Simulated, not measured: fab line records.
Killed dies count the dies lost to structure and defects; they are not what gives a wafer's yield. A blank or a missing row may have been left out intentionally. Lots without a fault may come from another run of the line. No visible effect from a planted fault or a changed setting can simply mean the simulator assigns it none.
Chamber matching + flow gf180mcu + rie_diel-03 running GF_PASSIVATION_ETCH_11: 3 sister chambers
The step etches the open film in CF4/O2, stops on TiN, target depth 2040 nm, time 453.3 s. 14 wafers are shown with their chamber, then 3 later ones without.

== WAFERS, EACH WITH ITS CHAMBER ==
| wafer  | chamber | drypump_motor_current_A (A) | oes_product_au (a.u.) | throttle_valve_pct (%) |
|--------|---------|-----------------------------|-----------------------|------------------------|
| L956.1 | 3       | 5.9                         | 1.001                 | 5.958                  |
| L956.2 | 1       | 6.3                         | 0.993                 | 5.977                  |
| L956.3 | 1       | 6.3                         | 0.990                 | 5.970                  |
| L959.1 | 1       | 6.3                         | 0.998                 | 5.971                  |
| L959.4 | 3       | 5.9                         | 0.994                 | 5.962                  |
| L959.6 | 1       | 6.3                         | 1.000                 | 5.969                  |
| L960.3 | 1       | 6.3                         | 0.993                 | 5.967                  |
| L960.5 | 1       | 6.3                         | 0.987                 | 5.973                  |
| L960.6 | 0       | 5.8                         | 0.981                 | 5.968                  |
| L961.1 | 0       | 5.9                         | 0.983                 | 5.966                  |
| L961.2 | 1       | 6.3                         | 0.990                 | 5.966                  |
| L961.6 | 1       | 6.3                         | 0.980                 | 5.962                  |
| L963.3 | 1       | 6.3                         | 0.984                 | 5.974                  |
| L963.4 | 3       | 5.9                         | 0.996                 | 5.969                  |

SIGNATURES, as means of the wafers listed above
| reading                 | chamber 0 | chamber 1 | chamber 3 | scatter within a chamber |
|-------------------------|-----------|-----------|-----------|--------------------------|
| drypump_motor_current_A | 5.850     | 6.300     | 5.900     | 0.0213                   |
| oes_product_au          | 0.98200   | 0.99056   | 0.99700   | 0.00566                  |
| throttle_valve_pct      | 5.96700   | 5.96989   | 5.96300   | 0.00456                  |
Rule: for each reading, subtract the chamber's mean from the wafer's reading, divide by that reading's scatter and square the result; add these up over the readings and take the root, which gives the wafer's distance from the chamber. The wafer belongs to the nearest chamber; if the next one is less than 2 further off, it can't be placed. The scatter: take each reading less its chamber's mean, square it, sum over the shown wafers, divide by the number of wafers less the number of chambers, and take the root.

== WAFERS WITHOUT THEIR CHAMBER ==
| wafer  | drypump_motor_current_A (A) | oes_product_au (a.u.) | throttle_valve_pct (%) |
|--------|-----------------------------|-----------------------|------------------------|
| L965.2 | 5.9                         | 0.994                 | 5.954                  |
| L976.1 | 5.9                         | 0.979                 | 5.976                  |
| L976.5 | 6.3                         | 0.980                 | 5.969                  |

== WHICH CHAMBER EACH WENT THROUGH ==
| wafer  | from the rows above     | in truth                   |
|--------|-------------------------|----------------------------|
| L965.2 | 3                       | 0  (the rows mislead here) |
| L976.1 | can't be placed: 0 or 3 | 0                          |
| L976.5 | 1                       | 1                          |
Placed correctly: 1 of 3. Not placeable from these rows: 1 (in 1, the candidates include the true chamber). Placed wrongly: 1.
